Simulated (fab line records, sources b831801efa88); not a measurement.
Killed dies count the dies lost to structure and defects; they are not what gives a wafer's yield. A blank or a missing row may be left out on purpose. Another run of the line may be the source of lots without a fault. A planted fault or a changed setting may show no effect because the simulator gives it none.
One fault through the eyes of 2 desks / flow gf180mcu / what lay behind the numbers comes last; until then each desk has only its own

## FOR THE TOOL OWNER'S DESK: krf-scanner-02
The tool's own readings at GF_V2_EXPOSE_11 (exposes mask Via2, target cd 260 nm): means of the sampled wafers that have a number, for each lot that ran on this tool. If a lot's mean is further than 4 standard deviations from the usual mean, the lot is out of limits and carries the mark OUT (the distance appears in the brackets).
Columns: A = focus-offset-nm at GF_V2_EXPOSE_11, usual 0.0 nm
lot=L235; first seen here=day 20 13:07; A=-0.1
lot=L236; first seen here=day 20 20:43; A=-0.3
lot=L238; first seen here=day 22 00:16; A=0.9
lot=L240; first seen here=day 22 09:08; A=-0.8
lot=L241; first seen here=day 22 14:00; A=0.6
lot=L243; first seen here=day 23 11:10; A=-0.2
lot=L244; first seen here=day 23 18:13; A=0.1
lot=L254; first seen here=day 27 08:52; A=0.4
lot=L256; first seen here=day 27 14:13; A=-0.3
This desk found nothing out of limits on any of the 9 lots.

## AT THE METROLOGY DESK
What the gauges read for every lot (on any tool): the sampled wafers with a number, averaged. If a lot's mean is further than 4 standard deviations from the usual mean, the lot is out of limits and carries the mark OUT (the distance appears in the brackets).
Columns: A = M2_ALCU_THK at GF_M2_THK_MEAS_06, usual 449 nm; B = V2_BOW at GF_V2_BOW_MEAS_05, usual 102 um; C = cd-nm at GF_V2_CD_MEAS_14, usual 260.4 nm; D = V2_OVL at GF_V2_OVL_MEAS_15, usual 0 nm
lot=L233; first seen here=day 18 03:46; A=455; B=102; C=260.1; D=4
lot=L234; first seen here=day 18 16:18; A=444; B=99; C=260.0; D=0
lot=L235; first seen here=day 18 22:52; A=441; B=111; C=260.1; D=-6
lot=L236; first seen here=day 19 07:15; A=453; B=104; C=261.0; D=-0
lot=L238; first seen here=day 20 10:30; A=454; B=93; C=260.8; D=-4
lot=L240; first seen here=day 20 19:27; A=455; B=93; C=260.0; D=2
lot=L241; first seen here=day 21 01:48; A=450; B=97; C=260.1; D=1
lot=L243; first seen here=day 21 23:02; A=439; B=95; C=264.4; D=5
lot=L244; first seen here=day 22 06:35; A=445; B=105; C=265.8 (+4.5) OUT; D=0
lot=L253; first seen here=day 25 12:20; A=457; B=106; C=262.1; D=0
lot=L255; first seen here=day 25 23:36; A=442; B=105; C=258.6; D=0
lot=L254; first seen here=day 26 00:38; A=442; B=115; C=261.3; D=-5
lot=L256; first seen here=day 26 06:06; A=452; B=104; C=260.6; D=-4
This desk finds L244 out of limits, L244 being first, at day 24 05:07 (cd-nm at GF_V2_CD_MEAS_14). L233, L234, L235, L236, L238, L240, L241, L243, L253, L255, L254, L256: within limits.

## PUT TOGETHER
At day 24 05:07 the metrology desk could have sounded an alarm, on L244.
The tool owner's desk saw nothing out of limits.
Tool owner's desk: L244 on record, inside its limits.
The lots listed all ran GF_V2_EXPOSE_11 on krf-scanner-02.

## WHAT HAD BEEN PUT IN BY THE SIMULATOR
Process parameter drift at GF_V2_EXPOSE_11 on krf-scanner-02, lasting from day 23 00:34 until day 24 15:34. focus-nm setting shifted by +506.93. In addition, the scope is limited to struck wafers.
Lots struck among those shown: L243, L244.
Per desk, hours elapsed from the start of the fault to the first reading out of limits: for the metrology desk, 29.
